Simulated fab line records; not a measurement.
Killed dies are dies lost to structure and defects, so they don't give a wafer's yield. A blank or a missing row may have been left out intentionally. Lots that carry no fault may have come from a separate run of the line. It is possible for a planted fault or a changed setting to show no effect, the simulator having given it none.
The tool behind it: which one? -- flow gf180mcu -- Sampling: 13 lots, 39 wafers, 5 of 602 route steps

WHAT THE GAUGES READ, wafer by wafer
GF_DNWELL_TW_MEAS_09. Usual: DNWELL_TW gives 1350 (standard deviation 10).
lot,measured,on,DNWELL_TW,flag
L961,day 2 21:26,film-metro-02,1361 1359 1357,
L965,day 3 15:46,film-metro-03,1353 1355 1349,
L966,day 3 20:44,film-metro-04,1345 1338 1336,
L967,day 4 03:32,film-metro-03,1337 1350 1344,
L968,day 4 07:04,film-metro-03,1341 1348 1346,
L969,day 4 13:38,film-metro-02,1354 1359 1353,
L970,day 4 19:23,film-metro-04,1338 1343 1336,
L972,day 5 07:10,film-metro-02,913 907 911,OFF
L973,day 5 09:46,film-metro-02,1367 1365 1371,
L974,day 5 15:37,film-metro-03,900 899 904,OFF
L976,day 6 02:25,film-metro-04,1342 1345 1344,
L982,day 7 11:38,film-metro-02,1357 1351 1358,
L984,day 7 21:22,film-metro-03,1338 1342 1345,

GF_V2_THK_MEAS_25: measures by xrf. Usual: V2_W_THK gives 347 nm (standard deviation 7).
lot,measured,on,V2_W_THK (nm),flag
L961,day 20 09:07,film-metro-04,340 348 348,
L965,day 21 22:40,film-metro-03,354 345 344,
L966,day 22 08:21,film-metro-01,362 347 347,
L967,day 22 21:47,film-metro-01,350 356 358,
L968,day 23 08:22,film-metro-04,348 342 349,
L969,day 23 19:24,film-metro-04,344 350 352,
L970,day 23 15:55,film-metro-03,354 348 352,
L972,day 24 11:16,film-metro-04,351 340 339,
L973,day 24 13:52,film-metro-04,349 348 348,
L974,day 24 22:43,film-metro-03,355 341 353,
L976,day 25 11:04,film-metro-03,351 340 353,
L982,day 27 06:10,film-metro-04,346 334 347,
L984,day 28 00:41,film-metro-04,345 340 344,

TOOL THAT RAN EACH LOT (tool first, then ch and the chambers of the sampled wafers, then the start)
lot,GF_DNWELL_IMPLANT_07,GF_M2_SPUTTER_02,GF_V2_ETCH_16
L961,"implanter-02 ch 0, day 2 21:12","pvd-sputter-03, day 18 06:34","rie-diel-03 ch 0,3, day 20 08:04"
L965,"implanter-01 ch 0, day 3 15:31","pvd-sputter-02, day 19 20:07","rie-diel-03 ch 0,1,2, day 21 21:38"
L966,"implanter-02 ch 0, day 3 20:29","pvd-sputter-03, day 20 07:12","rie-diel-04 ch 0,1,2, day 22 07:21"
L967,"implanter-01 ch 0, day 4 03:18","pvd-sputter-03, day 20 20:36","rie-diel-03 ch 1,2, day 22 20:46"
L968,"implanter-02 ch 0, day 4 06:49","pvd-sputter-03, day 21 06:46","rie-diel-04 ch 0,1,2, day 23 07:22"
L969,"implanter-02 ch 0, day 4 13:24","pvd-sputter-01, day 21 19:28","rie-diel-02 ch 0,1, day 23 18:23"
L970,"implanter-02 ch 0, day 4 19:08","pvd-sputter-02, day 21 15:48","rie-diel-04 ch 0,2,3, day 23 14:55"
L972,"implanter-02 ch 0, day 5 06:55","pvd-sputter-01, day 22 11:54","rie-diel-02 ch 1,3, day 24 10:16"
L973,"implanter-03 ch 0, day 5 09:31","pvd-sputter-01, day 22 13:36","rie-diel-04 ch 0,1,2, day 24 12:52"
L974,"implanter-02 ch 0, day 5 15:22","pvd-sputter-01, day 23 00:01","rie-diel-04 ch 0,2,3, day 24 21:43"
L976,"implanter-03 ch 0, day 6 02:10","pvd-sputter-03, day 23 12:59","rie-diel-03 ch 0,2,3, day 25 10:01"
L982,"implanter-01 ch 0, day 7 11:26","pvd-sputter-02, day 25 09:24","rie-diel-04 ch 1,2,3, day 27 05:08"
L984,"implanter-03 ch 0, day 7 21:07","pvd-sputter-03, day 26 04:56","rie-diel-03 ch 0,1,3, day 27 23:40"
- GF_DNWELL_IMPLANT_07
- GF_M2_SPUTTER_02: material AlCu, target thk 450 nm, time 23.9 s.
- GF_V2_ETCH_16: etches BARC in N2/H2.

AS READ BY THE TOOLS THEMSELVES (means over the sampled wafers that have a number; for cases with no such wafer, the mark the record gives instead)
GF_DNWELL_IMPLANT_07. Usual: beam-on-s 10.00 s, standard deviation 0.21; dose-ions-cm2 1e+13, standard deviation 1.2e+10; faraday-current-uA 56.4, standard deviation 1.1.
lot,tool,beam-on-s (s),dose-ions-cm2,faraday-current-uA,flag
L961,implanter-02,10.03,1e+13,56.2,
L965,implanter-01,9.87,1e+13,57.0,
L966,implanter-02,10.14,1e+13,55.7,
L967,implanter-01,9.91,1e+13,56.8,
L968,implanter-02,9.71,1e+13,57.9,
L969,implanter-02,10.10,1e+13,55.8,
L970,implanter-02,10.11,1e+13,56.1,
L972,implanter-02,10.08,3e+12,15.9,OFF
L973,implanter-03,10.10,1e+13,55.9,
L974,implanter-02,9.96,3e+12,16.1,OFF
L976,implanter-03,10.10,1e+13,55.9,
L982,implanter-01,10.20,1e+13,55.2,
L984,implanter-03,10.03,1e+13,56.1,

GF_M2_SPUTTER_02. Usual: throttle-valve-pct reads 29.6 % (standard deviation 0.95).
lot,tool,throttle-valve-pct (%),flag
L961,pvd-sputter-03,29.2,
L965,pvd-sputter-02,29.8,
L966,pvd-sputter-03,29.6,
L967,pvd-sputter-03,29.5,
L968,pvd-sputter-03,29.3,
L969,pvd-sputter-01,29.3,
L970,pvd-sputter-02,28.9,
L972,pvd-sputter-01,30.5,
L973,pvd-sputter-01,29.9,
L974,pvd-sputter-01,29.4,
L976,pvd-sputter-03,29.8,
L982,pvd-sputter-02,29.2,
L984,pvd-sputter-03,29.9,

GF_V2_ETCH_16. Usual: drypump-motor-current-A 5.7 A, standard deviation 0.47; oes-product-au 0.855 a.u., standard deviation 0.0052; throttle-valve-pct 13.225 %, standard deviation 0.0096.
lot,tool,drypump-motor-current-A (A),oes-product-au (a.u.),throttle-valve-pct (%),flag
L961,rie-diel-03,5.6,0.851,13.225,
L965,rie-diel-03,5.8,0.848,13.236,
L966,rie-diel-04,5.4,0.853,13.229,
L967,rie-diel-03,5.9,0.852,13.224,
L968,rie-diel-04,5.5,0.858,13.227,
L969,rie-diel-02,5.9,0.861,13.216,
L970,rie-diel-04,5.1,0.861,13.225,
L972,rie-diel-02,6.0,0.851,13.233,
L973,rie-diel-04,5.5,0.853,13.220,
L974,rie-diel-04,5.1,0.850,13.228,
L976,rie-diel-03,5.8,0.855,13.230,
L982,rie-diel-04,5.4,0.858,13.228,
L984,rie-diel-03,5.5,0.854,13.217,

THE ANSWER, worked out from the rows above alone
Rule: take the mean of a lot's wafers that have a number; if it is more than 3 standard deviations from the usual mean, the lot is off. Also off: a lot with no number at a reading for which 4 or more lots have one. The other lots that the step has rows for count as sound. After the gauges, taken in route order, come the tools' own readings; for these a lot's mean is taken, as printed above. At the first step where some lot is off, the reading lying furthest off is the one used; lots without a number count as furthest.
Off: L972, L974, seen at GF_DNWELL_TW_MEAS_09 (DNWELL_TW).
A tool fits if, at a process step before that reading, it ran every lot that is off, and no sound lot after the first of them. The gauges at GF_DNWELL_TW_MEAS_09 aren't tried: what is off there is off at GF_DNWELL_IMPLANT_07 too, on other tools, and a gauge's error can't cause that. One fits: GF_DNWELL_IMPLANT_07 on implanter-02. A fault onset in the window from L970 (day 4 19:08, its last sound lot) to L972 (day 5 06:55, its first lot off) fits.
The tool's own readings at GF_DNWELL_IMPLANT_07 bear it out: on the lots that are off they differ by more than 5 times the standard deviation of the sound lots' means. dose-ions-cm2 reads 3e+12 there against 1e+13 on the sound lots; faraday-current-uA reads 16.0 there against 56.2 on the sound lots.

WHAT HAD BEEN PUT IN BY THE SIMULATOR
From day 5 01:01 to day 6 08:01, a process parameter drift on implanter-02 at GF_DNWELL_IMPLANT_07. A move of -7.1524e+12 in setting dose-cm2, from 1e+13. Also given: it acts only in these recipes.
Shown lots that were struck: L972, L974. Same finding as the rule above.
